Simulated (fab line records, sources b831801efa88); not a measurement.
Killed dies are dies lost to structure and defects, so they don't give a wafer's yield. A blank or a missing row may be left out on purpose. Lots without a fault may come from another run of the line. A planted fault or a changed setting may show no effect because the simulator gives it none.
Problem report in the 8D (eight disciplines) form, filled by code | flow gf180mcu | the parts of the form that need people (team, actions taken, sign-off) are left out

1. THE PROBLEM
strip_time_to_endpoint_s at GF_NWELL_STRIP_10 reads a mean of 24.14 s on 4 wafers of 2 lots; wafers without a fault read 36.92 s with a standard deviation of 0.1. That is -99 or more standard deviations from the usual mean.
The step: strips in O2/N2.
First seen on wafer L707.2, day 5 19:07, on plasma_asher-04. The record holds 39 wafers of 13 lots with a number at this step. Rule for "out", or "out of limits": more than 4 standard deviations from the usual mean. The other wafers with a number count as sound.

2. WHAT IT IS AND WHAT IT IS NOT
question                    | is                               | is not
which readings at this step | strip_time_to_endpoint_s         | drypump_motor_current_A, heater_power_w, n2_flow_sccm
which lots                  | L707, L712                       | L696, L697, L699, L700, L701, L702, L703, L710, L715, L718, L719
which wafers of those lots  | L707.2, L707.4, L712.4, L712.6   | L707.5, L712.3
read on which tools         | plasma_asher-02, plasma_asher-04 | plasma_asher-03
when                        | from day 5 19:07                 | up to then (22 sound wafers); but 13 sound wafers of L710, L712, L715, L718, L719 came after

3. SUSPECTS, AND WHAT RULES EACH OUT
Counting: a tool at a process step up to the reading stays a suspect if it ran every lot that is out. Sound lots after the first of them don't rule it out here, since some wafers of a struck lot are sound.
- litho_track-01 at GF_NWELL_COAT_02 (resist thk 3000 nm): kept. It ran every lot that is out, first L707 (day 5 11:05); its last sound lot up to then is L702 (day 4 08:34).
Left after counting: litho_track-01 at GF_NWELL_COAT_02.

4. THE CAUSE (what the simulator had put in)
Process parameter drift: litho_track-01, from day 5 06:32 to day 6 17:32, at GF_NWELL_COAT_02. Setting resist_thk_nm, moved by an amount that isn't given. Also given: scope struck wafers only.
Counting left only this tool.

5. THE CHAIN OF EFFECTS, in route order
Each row: a reading whose mean over the struck wafers that have a number lies more than 3 standard deviations from the usual. Only readings for which the record gives a usual standard deviation are gone through. hours: the time from each lot's start at the first step in this table that gives one to its start at this step, as a median over the lots. sigmas: the change in usual standard deviations.
hours | step              | reading                  | usual   | on struck wafers | change | sigmas
0     | GF_NWELL_STRIP_10 | strip_time_to_endpoint_s | 36.92 s | 24.14            | -12.78 | -99 or more
The process steps in it:
- GF_NWELL_STRIP_10: strips in O2/N2.
Later measuring or inspecting steps at which every struck wafer that the step has a row for has a number for every such reading, and none has moved that far: GF_MVSD_OVL_MEAS_07, GF_VT_IMPLANT_OVL_MEAS_18.

6. WHAT WOULD HAVE CAUGHT IT SOONER
In this record the first reading out of limits was taken at day 5 19:07, 13 hours after the fault began at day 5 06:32.
Of the tool readings at GF_NWELL_COAT_02 for which the record gives a usual standard deviation, none was out on any struck wafer, so an alarm limit of 4 standard deviations on them would not have fired.
Of the lots that are out (2), L712 began GF_NWELL_COAT_02 on litho_track-01 after day 5 19:07. A hold on the tool at that time would have spared it.
